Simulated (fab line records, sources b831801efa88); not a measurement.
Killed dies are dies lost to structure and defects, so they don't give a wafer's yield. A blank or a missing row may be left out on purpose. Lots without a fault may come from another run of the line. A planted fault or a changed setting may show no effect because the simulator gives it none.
Problem report in the 8D (eight disciplines) form, filled by code | flow gf180mcu | the parts of the form that need people (team, actions taken, sign-off) are left out

1. THE PROBLEM
chamber_pressure_pa at GF_MIM_SPUTTER_02 reads a mean of 0.4539 Pa on 9 wafers of 3 lots; wafers without a fault read 0.4000 Pa with a standard deviation of 0.00081. That is +67 standard deviations from the usual mean.
The step: material AlCu, target thk 450 nm, time 23.9 s.
First seen on wafer L104.3, day 26 19:44, on pvd_sputter-04. The record holds 21 wafers of 7 lots with a number at this step. Rule for "out", or "out of limits": more than 4 standard deviations from the usual mean. The other wafers with a number count as sound.

2. WHAT IT IS AND WHAT IT IS NOT
question                    | is                     | is not
which readings at this step | chamber_pressure_pa    | -
which lots                  | L104, L105, L107       | L117, L119, L120, L998
which wafers of those lots  | all that have a number | -
read on which tools         | pvd_sputter-04         | pvd_sputter-03
when                        | from day 26 19:44      | up to then (3 sound wafers); but 9 sound wafers of L117, L119, L120 came after

3. SUSPECTS, AND WHAT RULES EACH OUT
Counting: a tool at a process step up to the reading stays a suspect if it ran every lot that is out and no sound lot after the first of them.
- pvd_sputter-04 at GF_MIM_SPUTTER_00 (material Ti, target thk 37.5 nm, time 150 s): ruled out as a lasting fault. Sound lots L120 ran on it after its first lot that is out, L104 (day 26 19:36).
- pvd_sputter-04 at GF_MIM_SPUTTER_02 (material AlCu, target thk 450 nm, time 23.9 s): ruled out as a lasting fault. Sound lots L120 ran on it after its first lot that is out, L104 (day 26 19:44).
Left after counting: nothing in the record.

4. THE CAUSE (what the simulator had put in)
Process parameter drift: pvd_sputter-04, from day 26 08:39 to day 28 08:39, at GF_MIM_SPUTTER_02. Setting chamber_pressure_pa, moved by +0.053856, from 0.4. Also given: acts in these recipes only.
Counting ruled it out, wrongly.

5. THE CHAIN OF EFFECTS, in route order
Each row: a reading whose mean over the struck wafers that have a number lies more than 3 standard deviations from the usual. Only readings for which the record gives a usual standard deviation are gone through. hours: the time from each lot's start at the first step in this table that gives one to its start at this step, as a median over the lots. sigmas: the change in usual standard deviations.
hours | step              | reading             | usual     | on struck wafers | change  | sigmas
0     | GF_MIM_SPUTTER_02 | chamber_pressure_pa | 0.4000 Pa | 0.4539           | +0.0539 | +67
The process steps in it:
- GF_MIM_SPUTTER_02: material AlCu, target thk 450 nm, time 23.9 s.

6. WHAT WOULD HAVE CAUGHT IT SOONER
In this record the first reading out of limits was taken at day 26 19:44, 11 hours after the fault began at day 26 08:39.
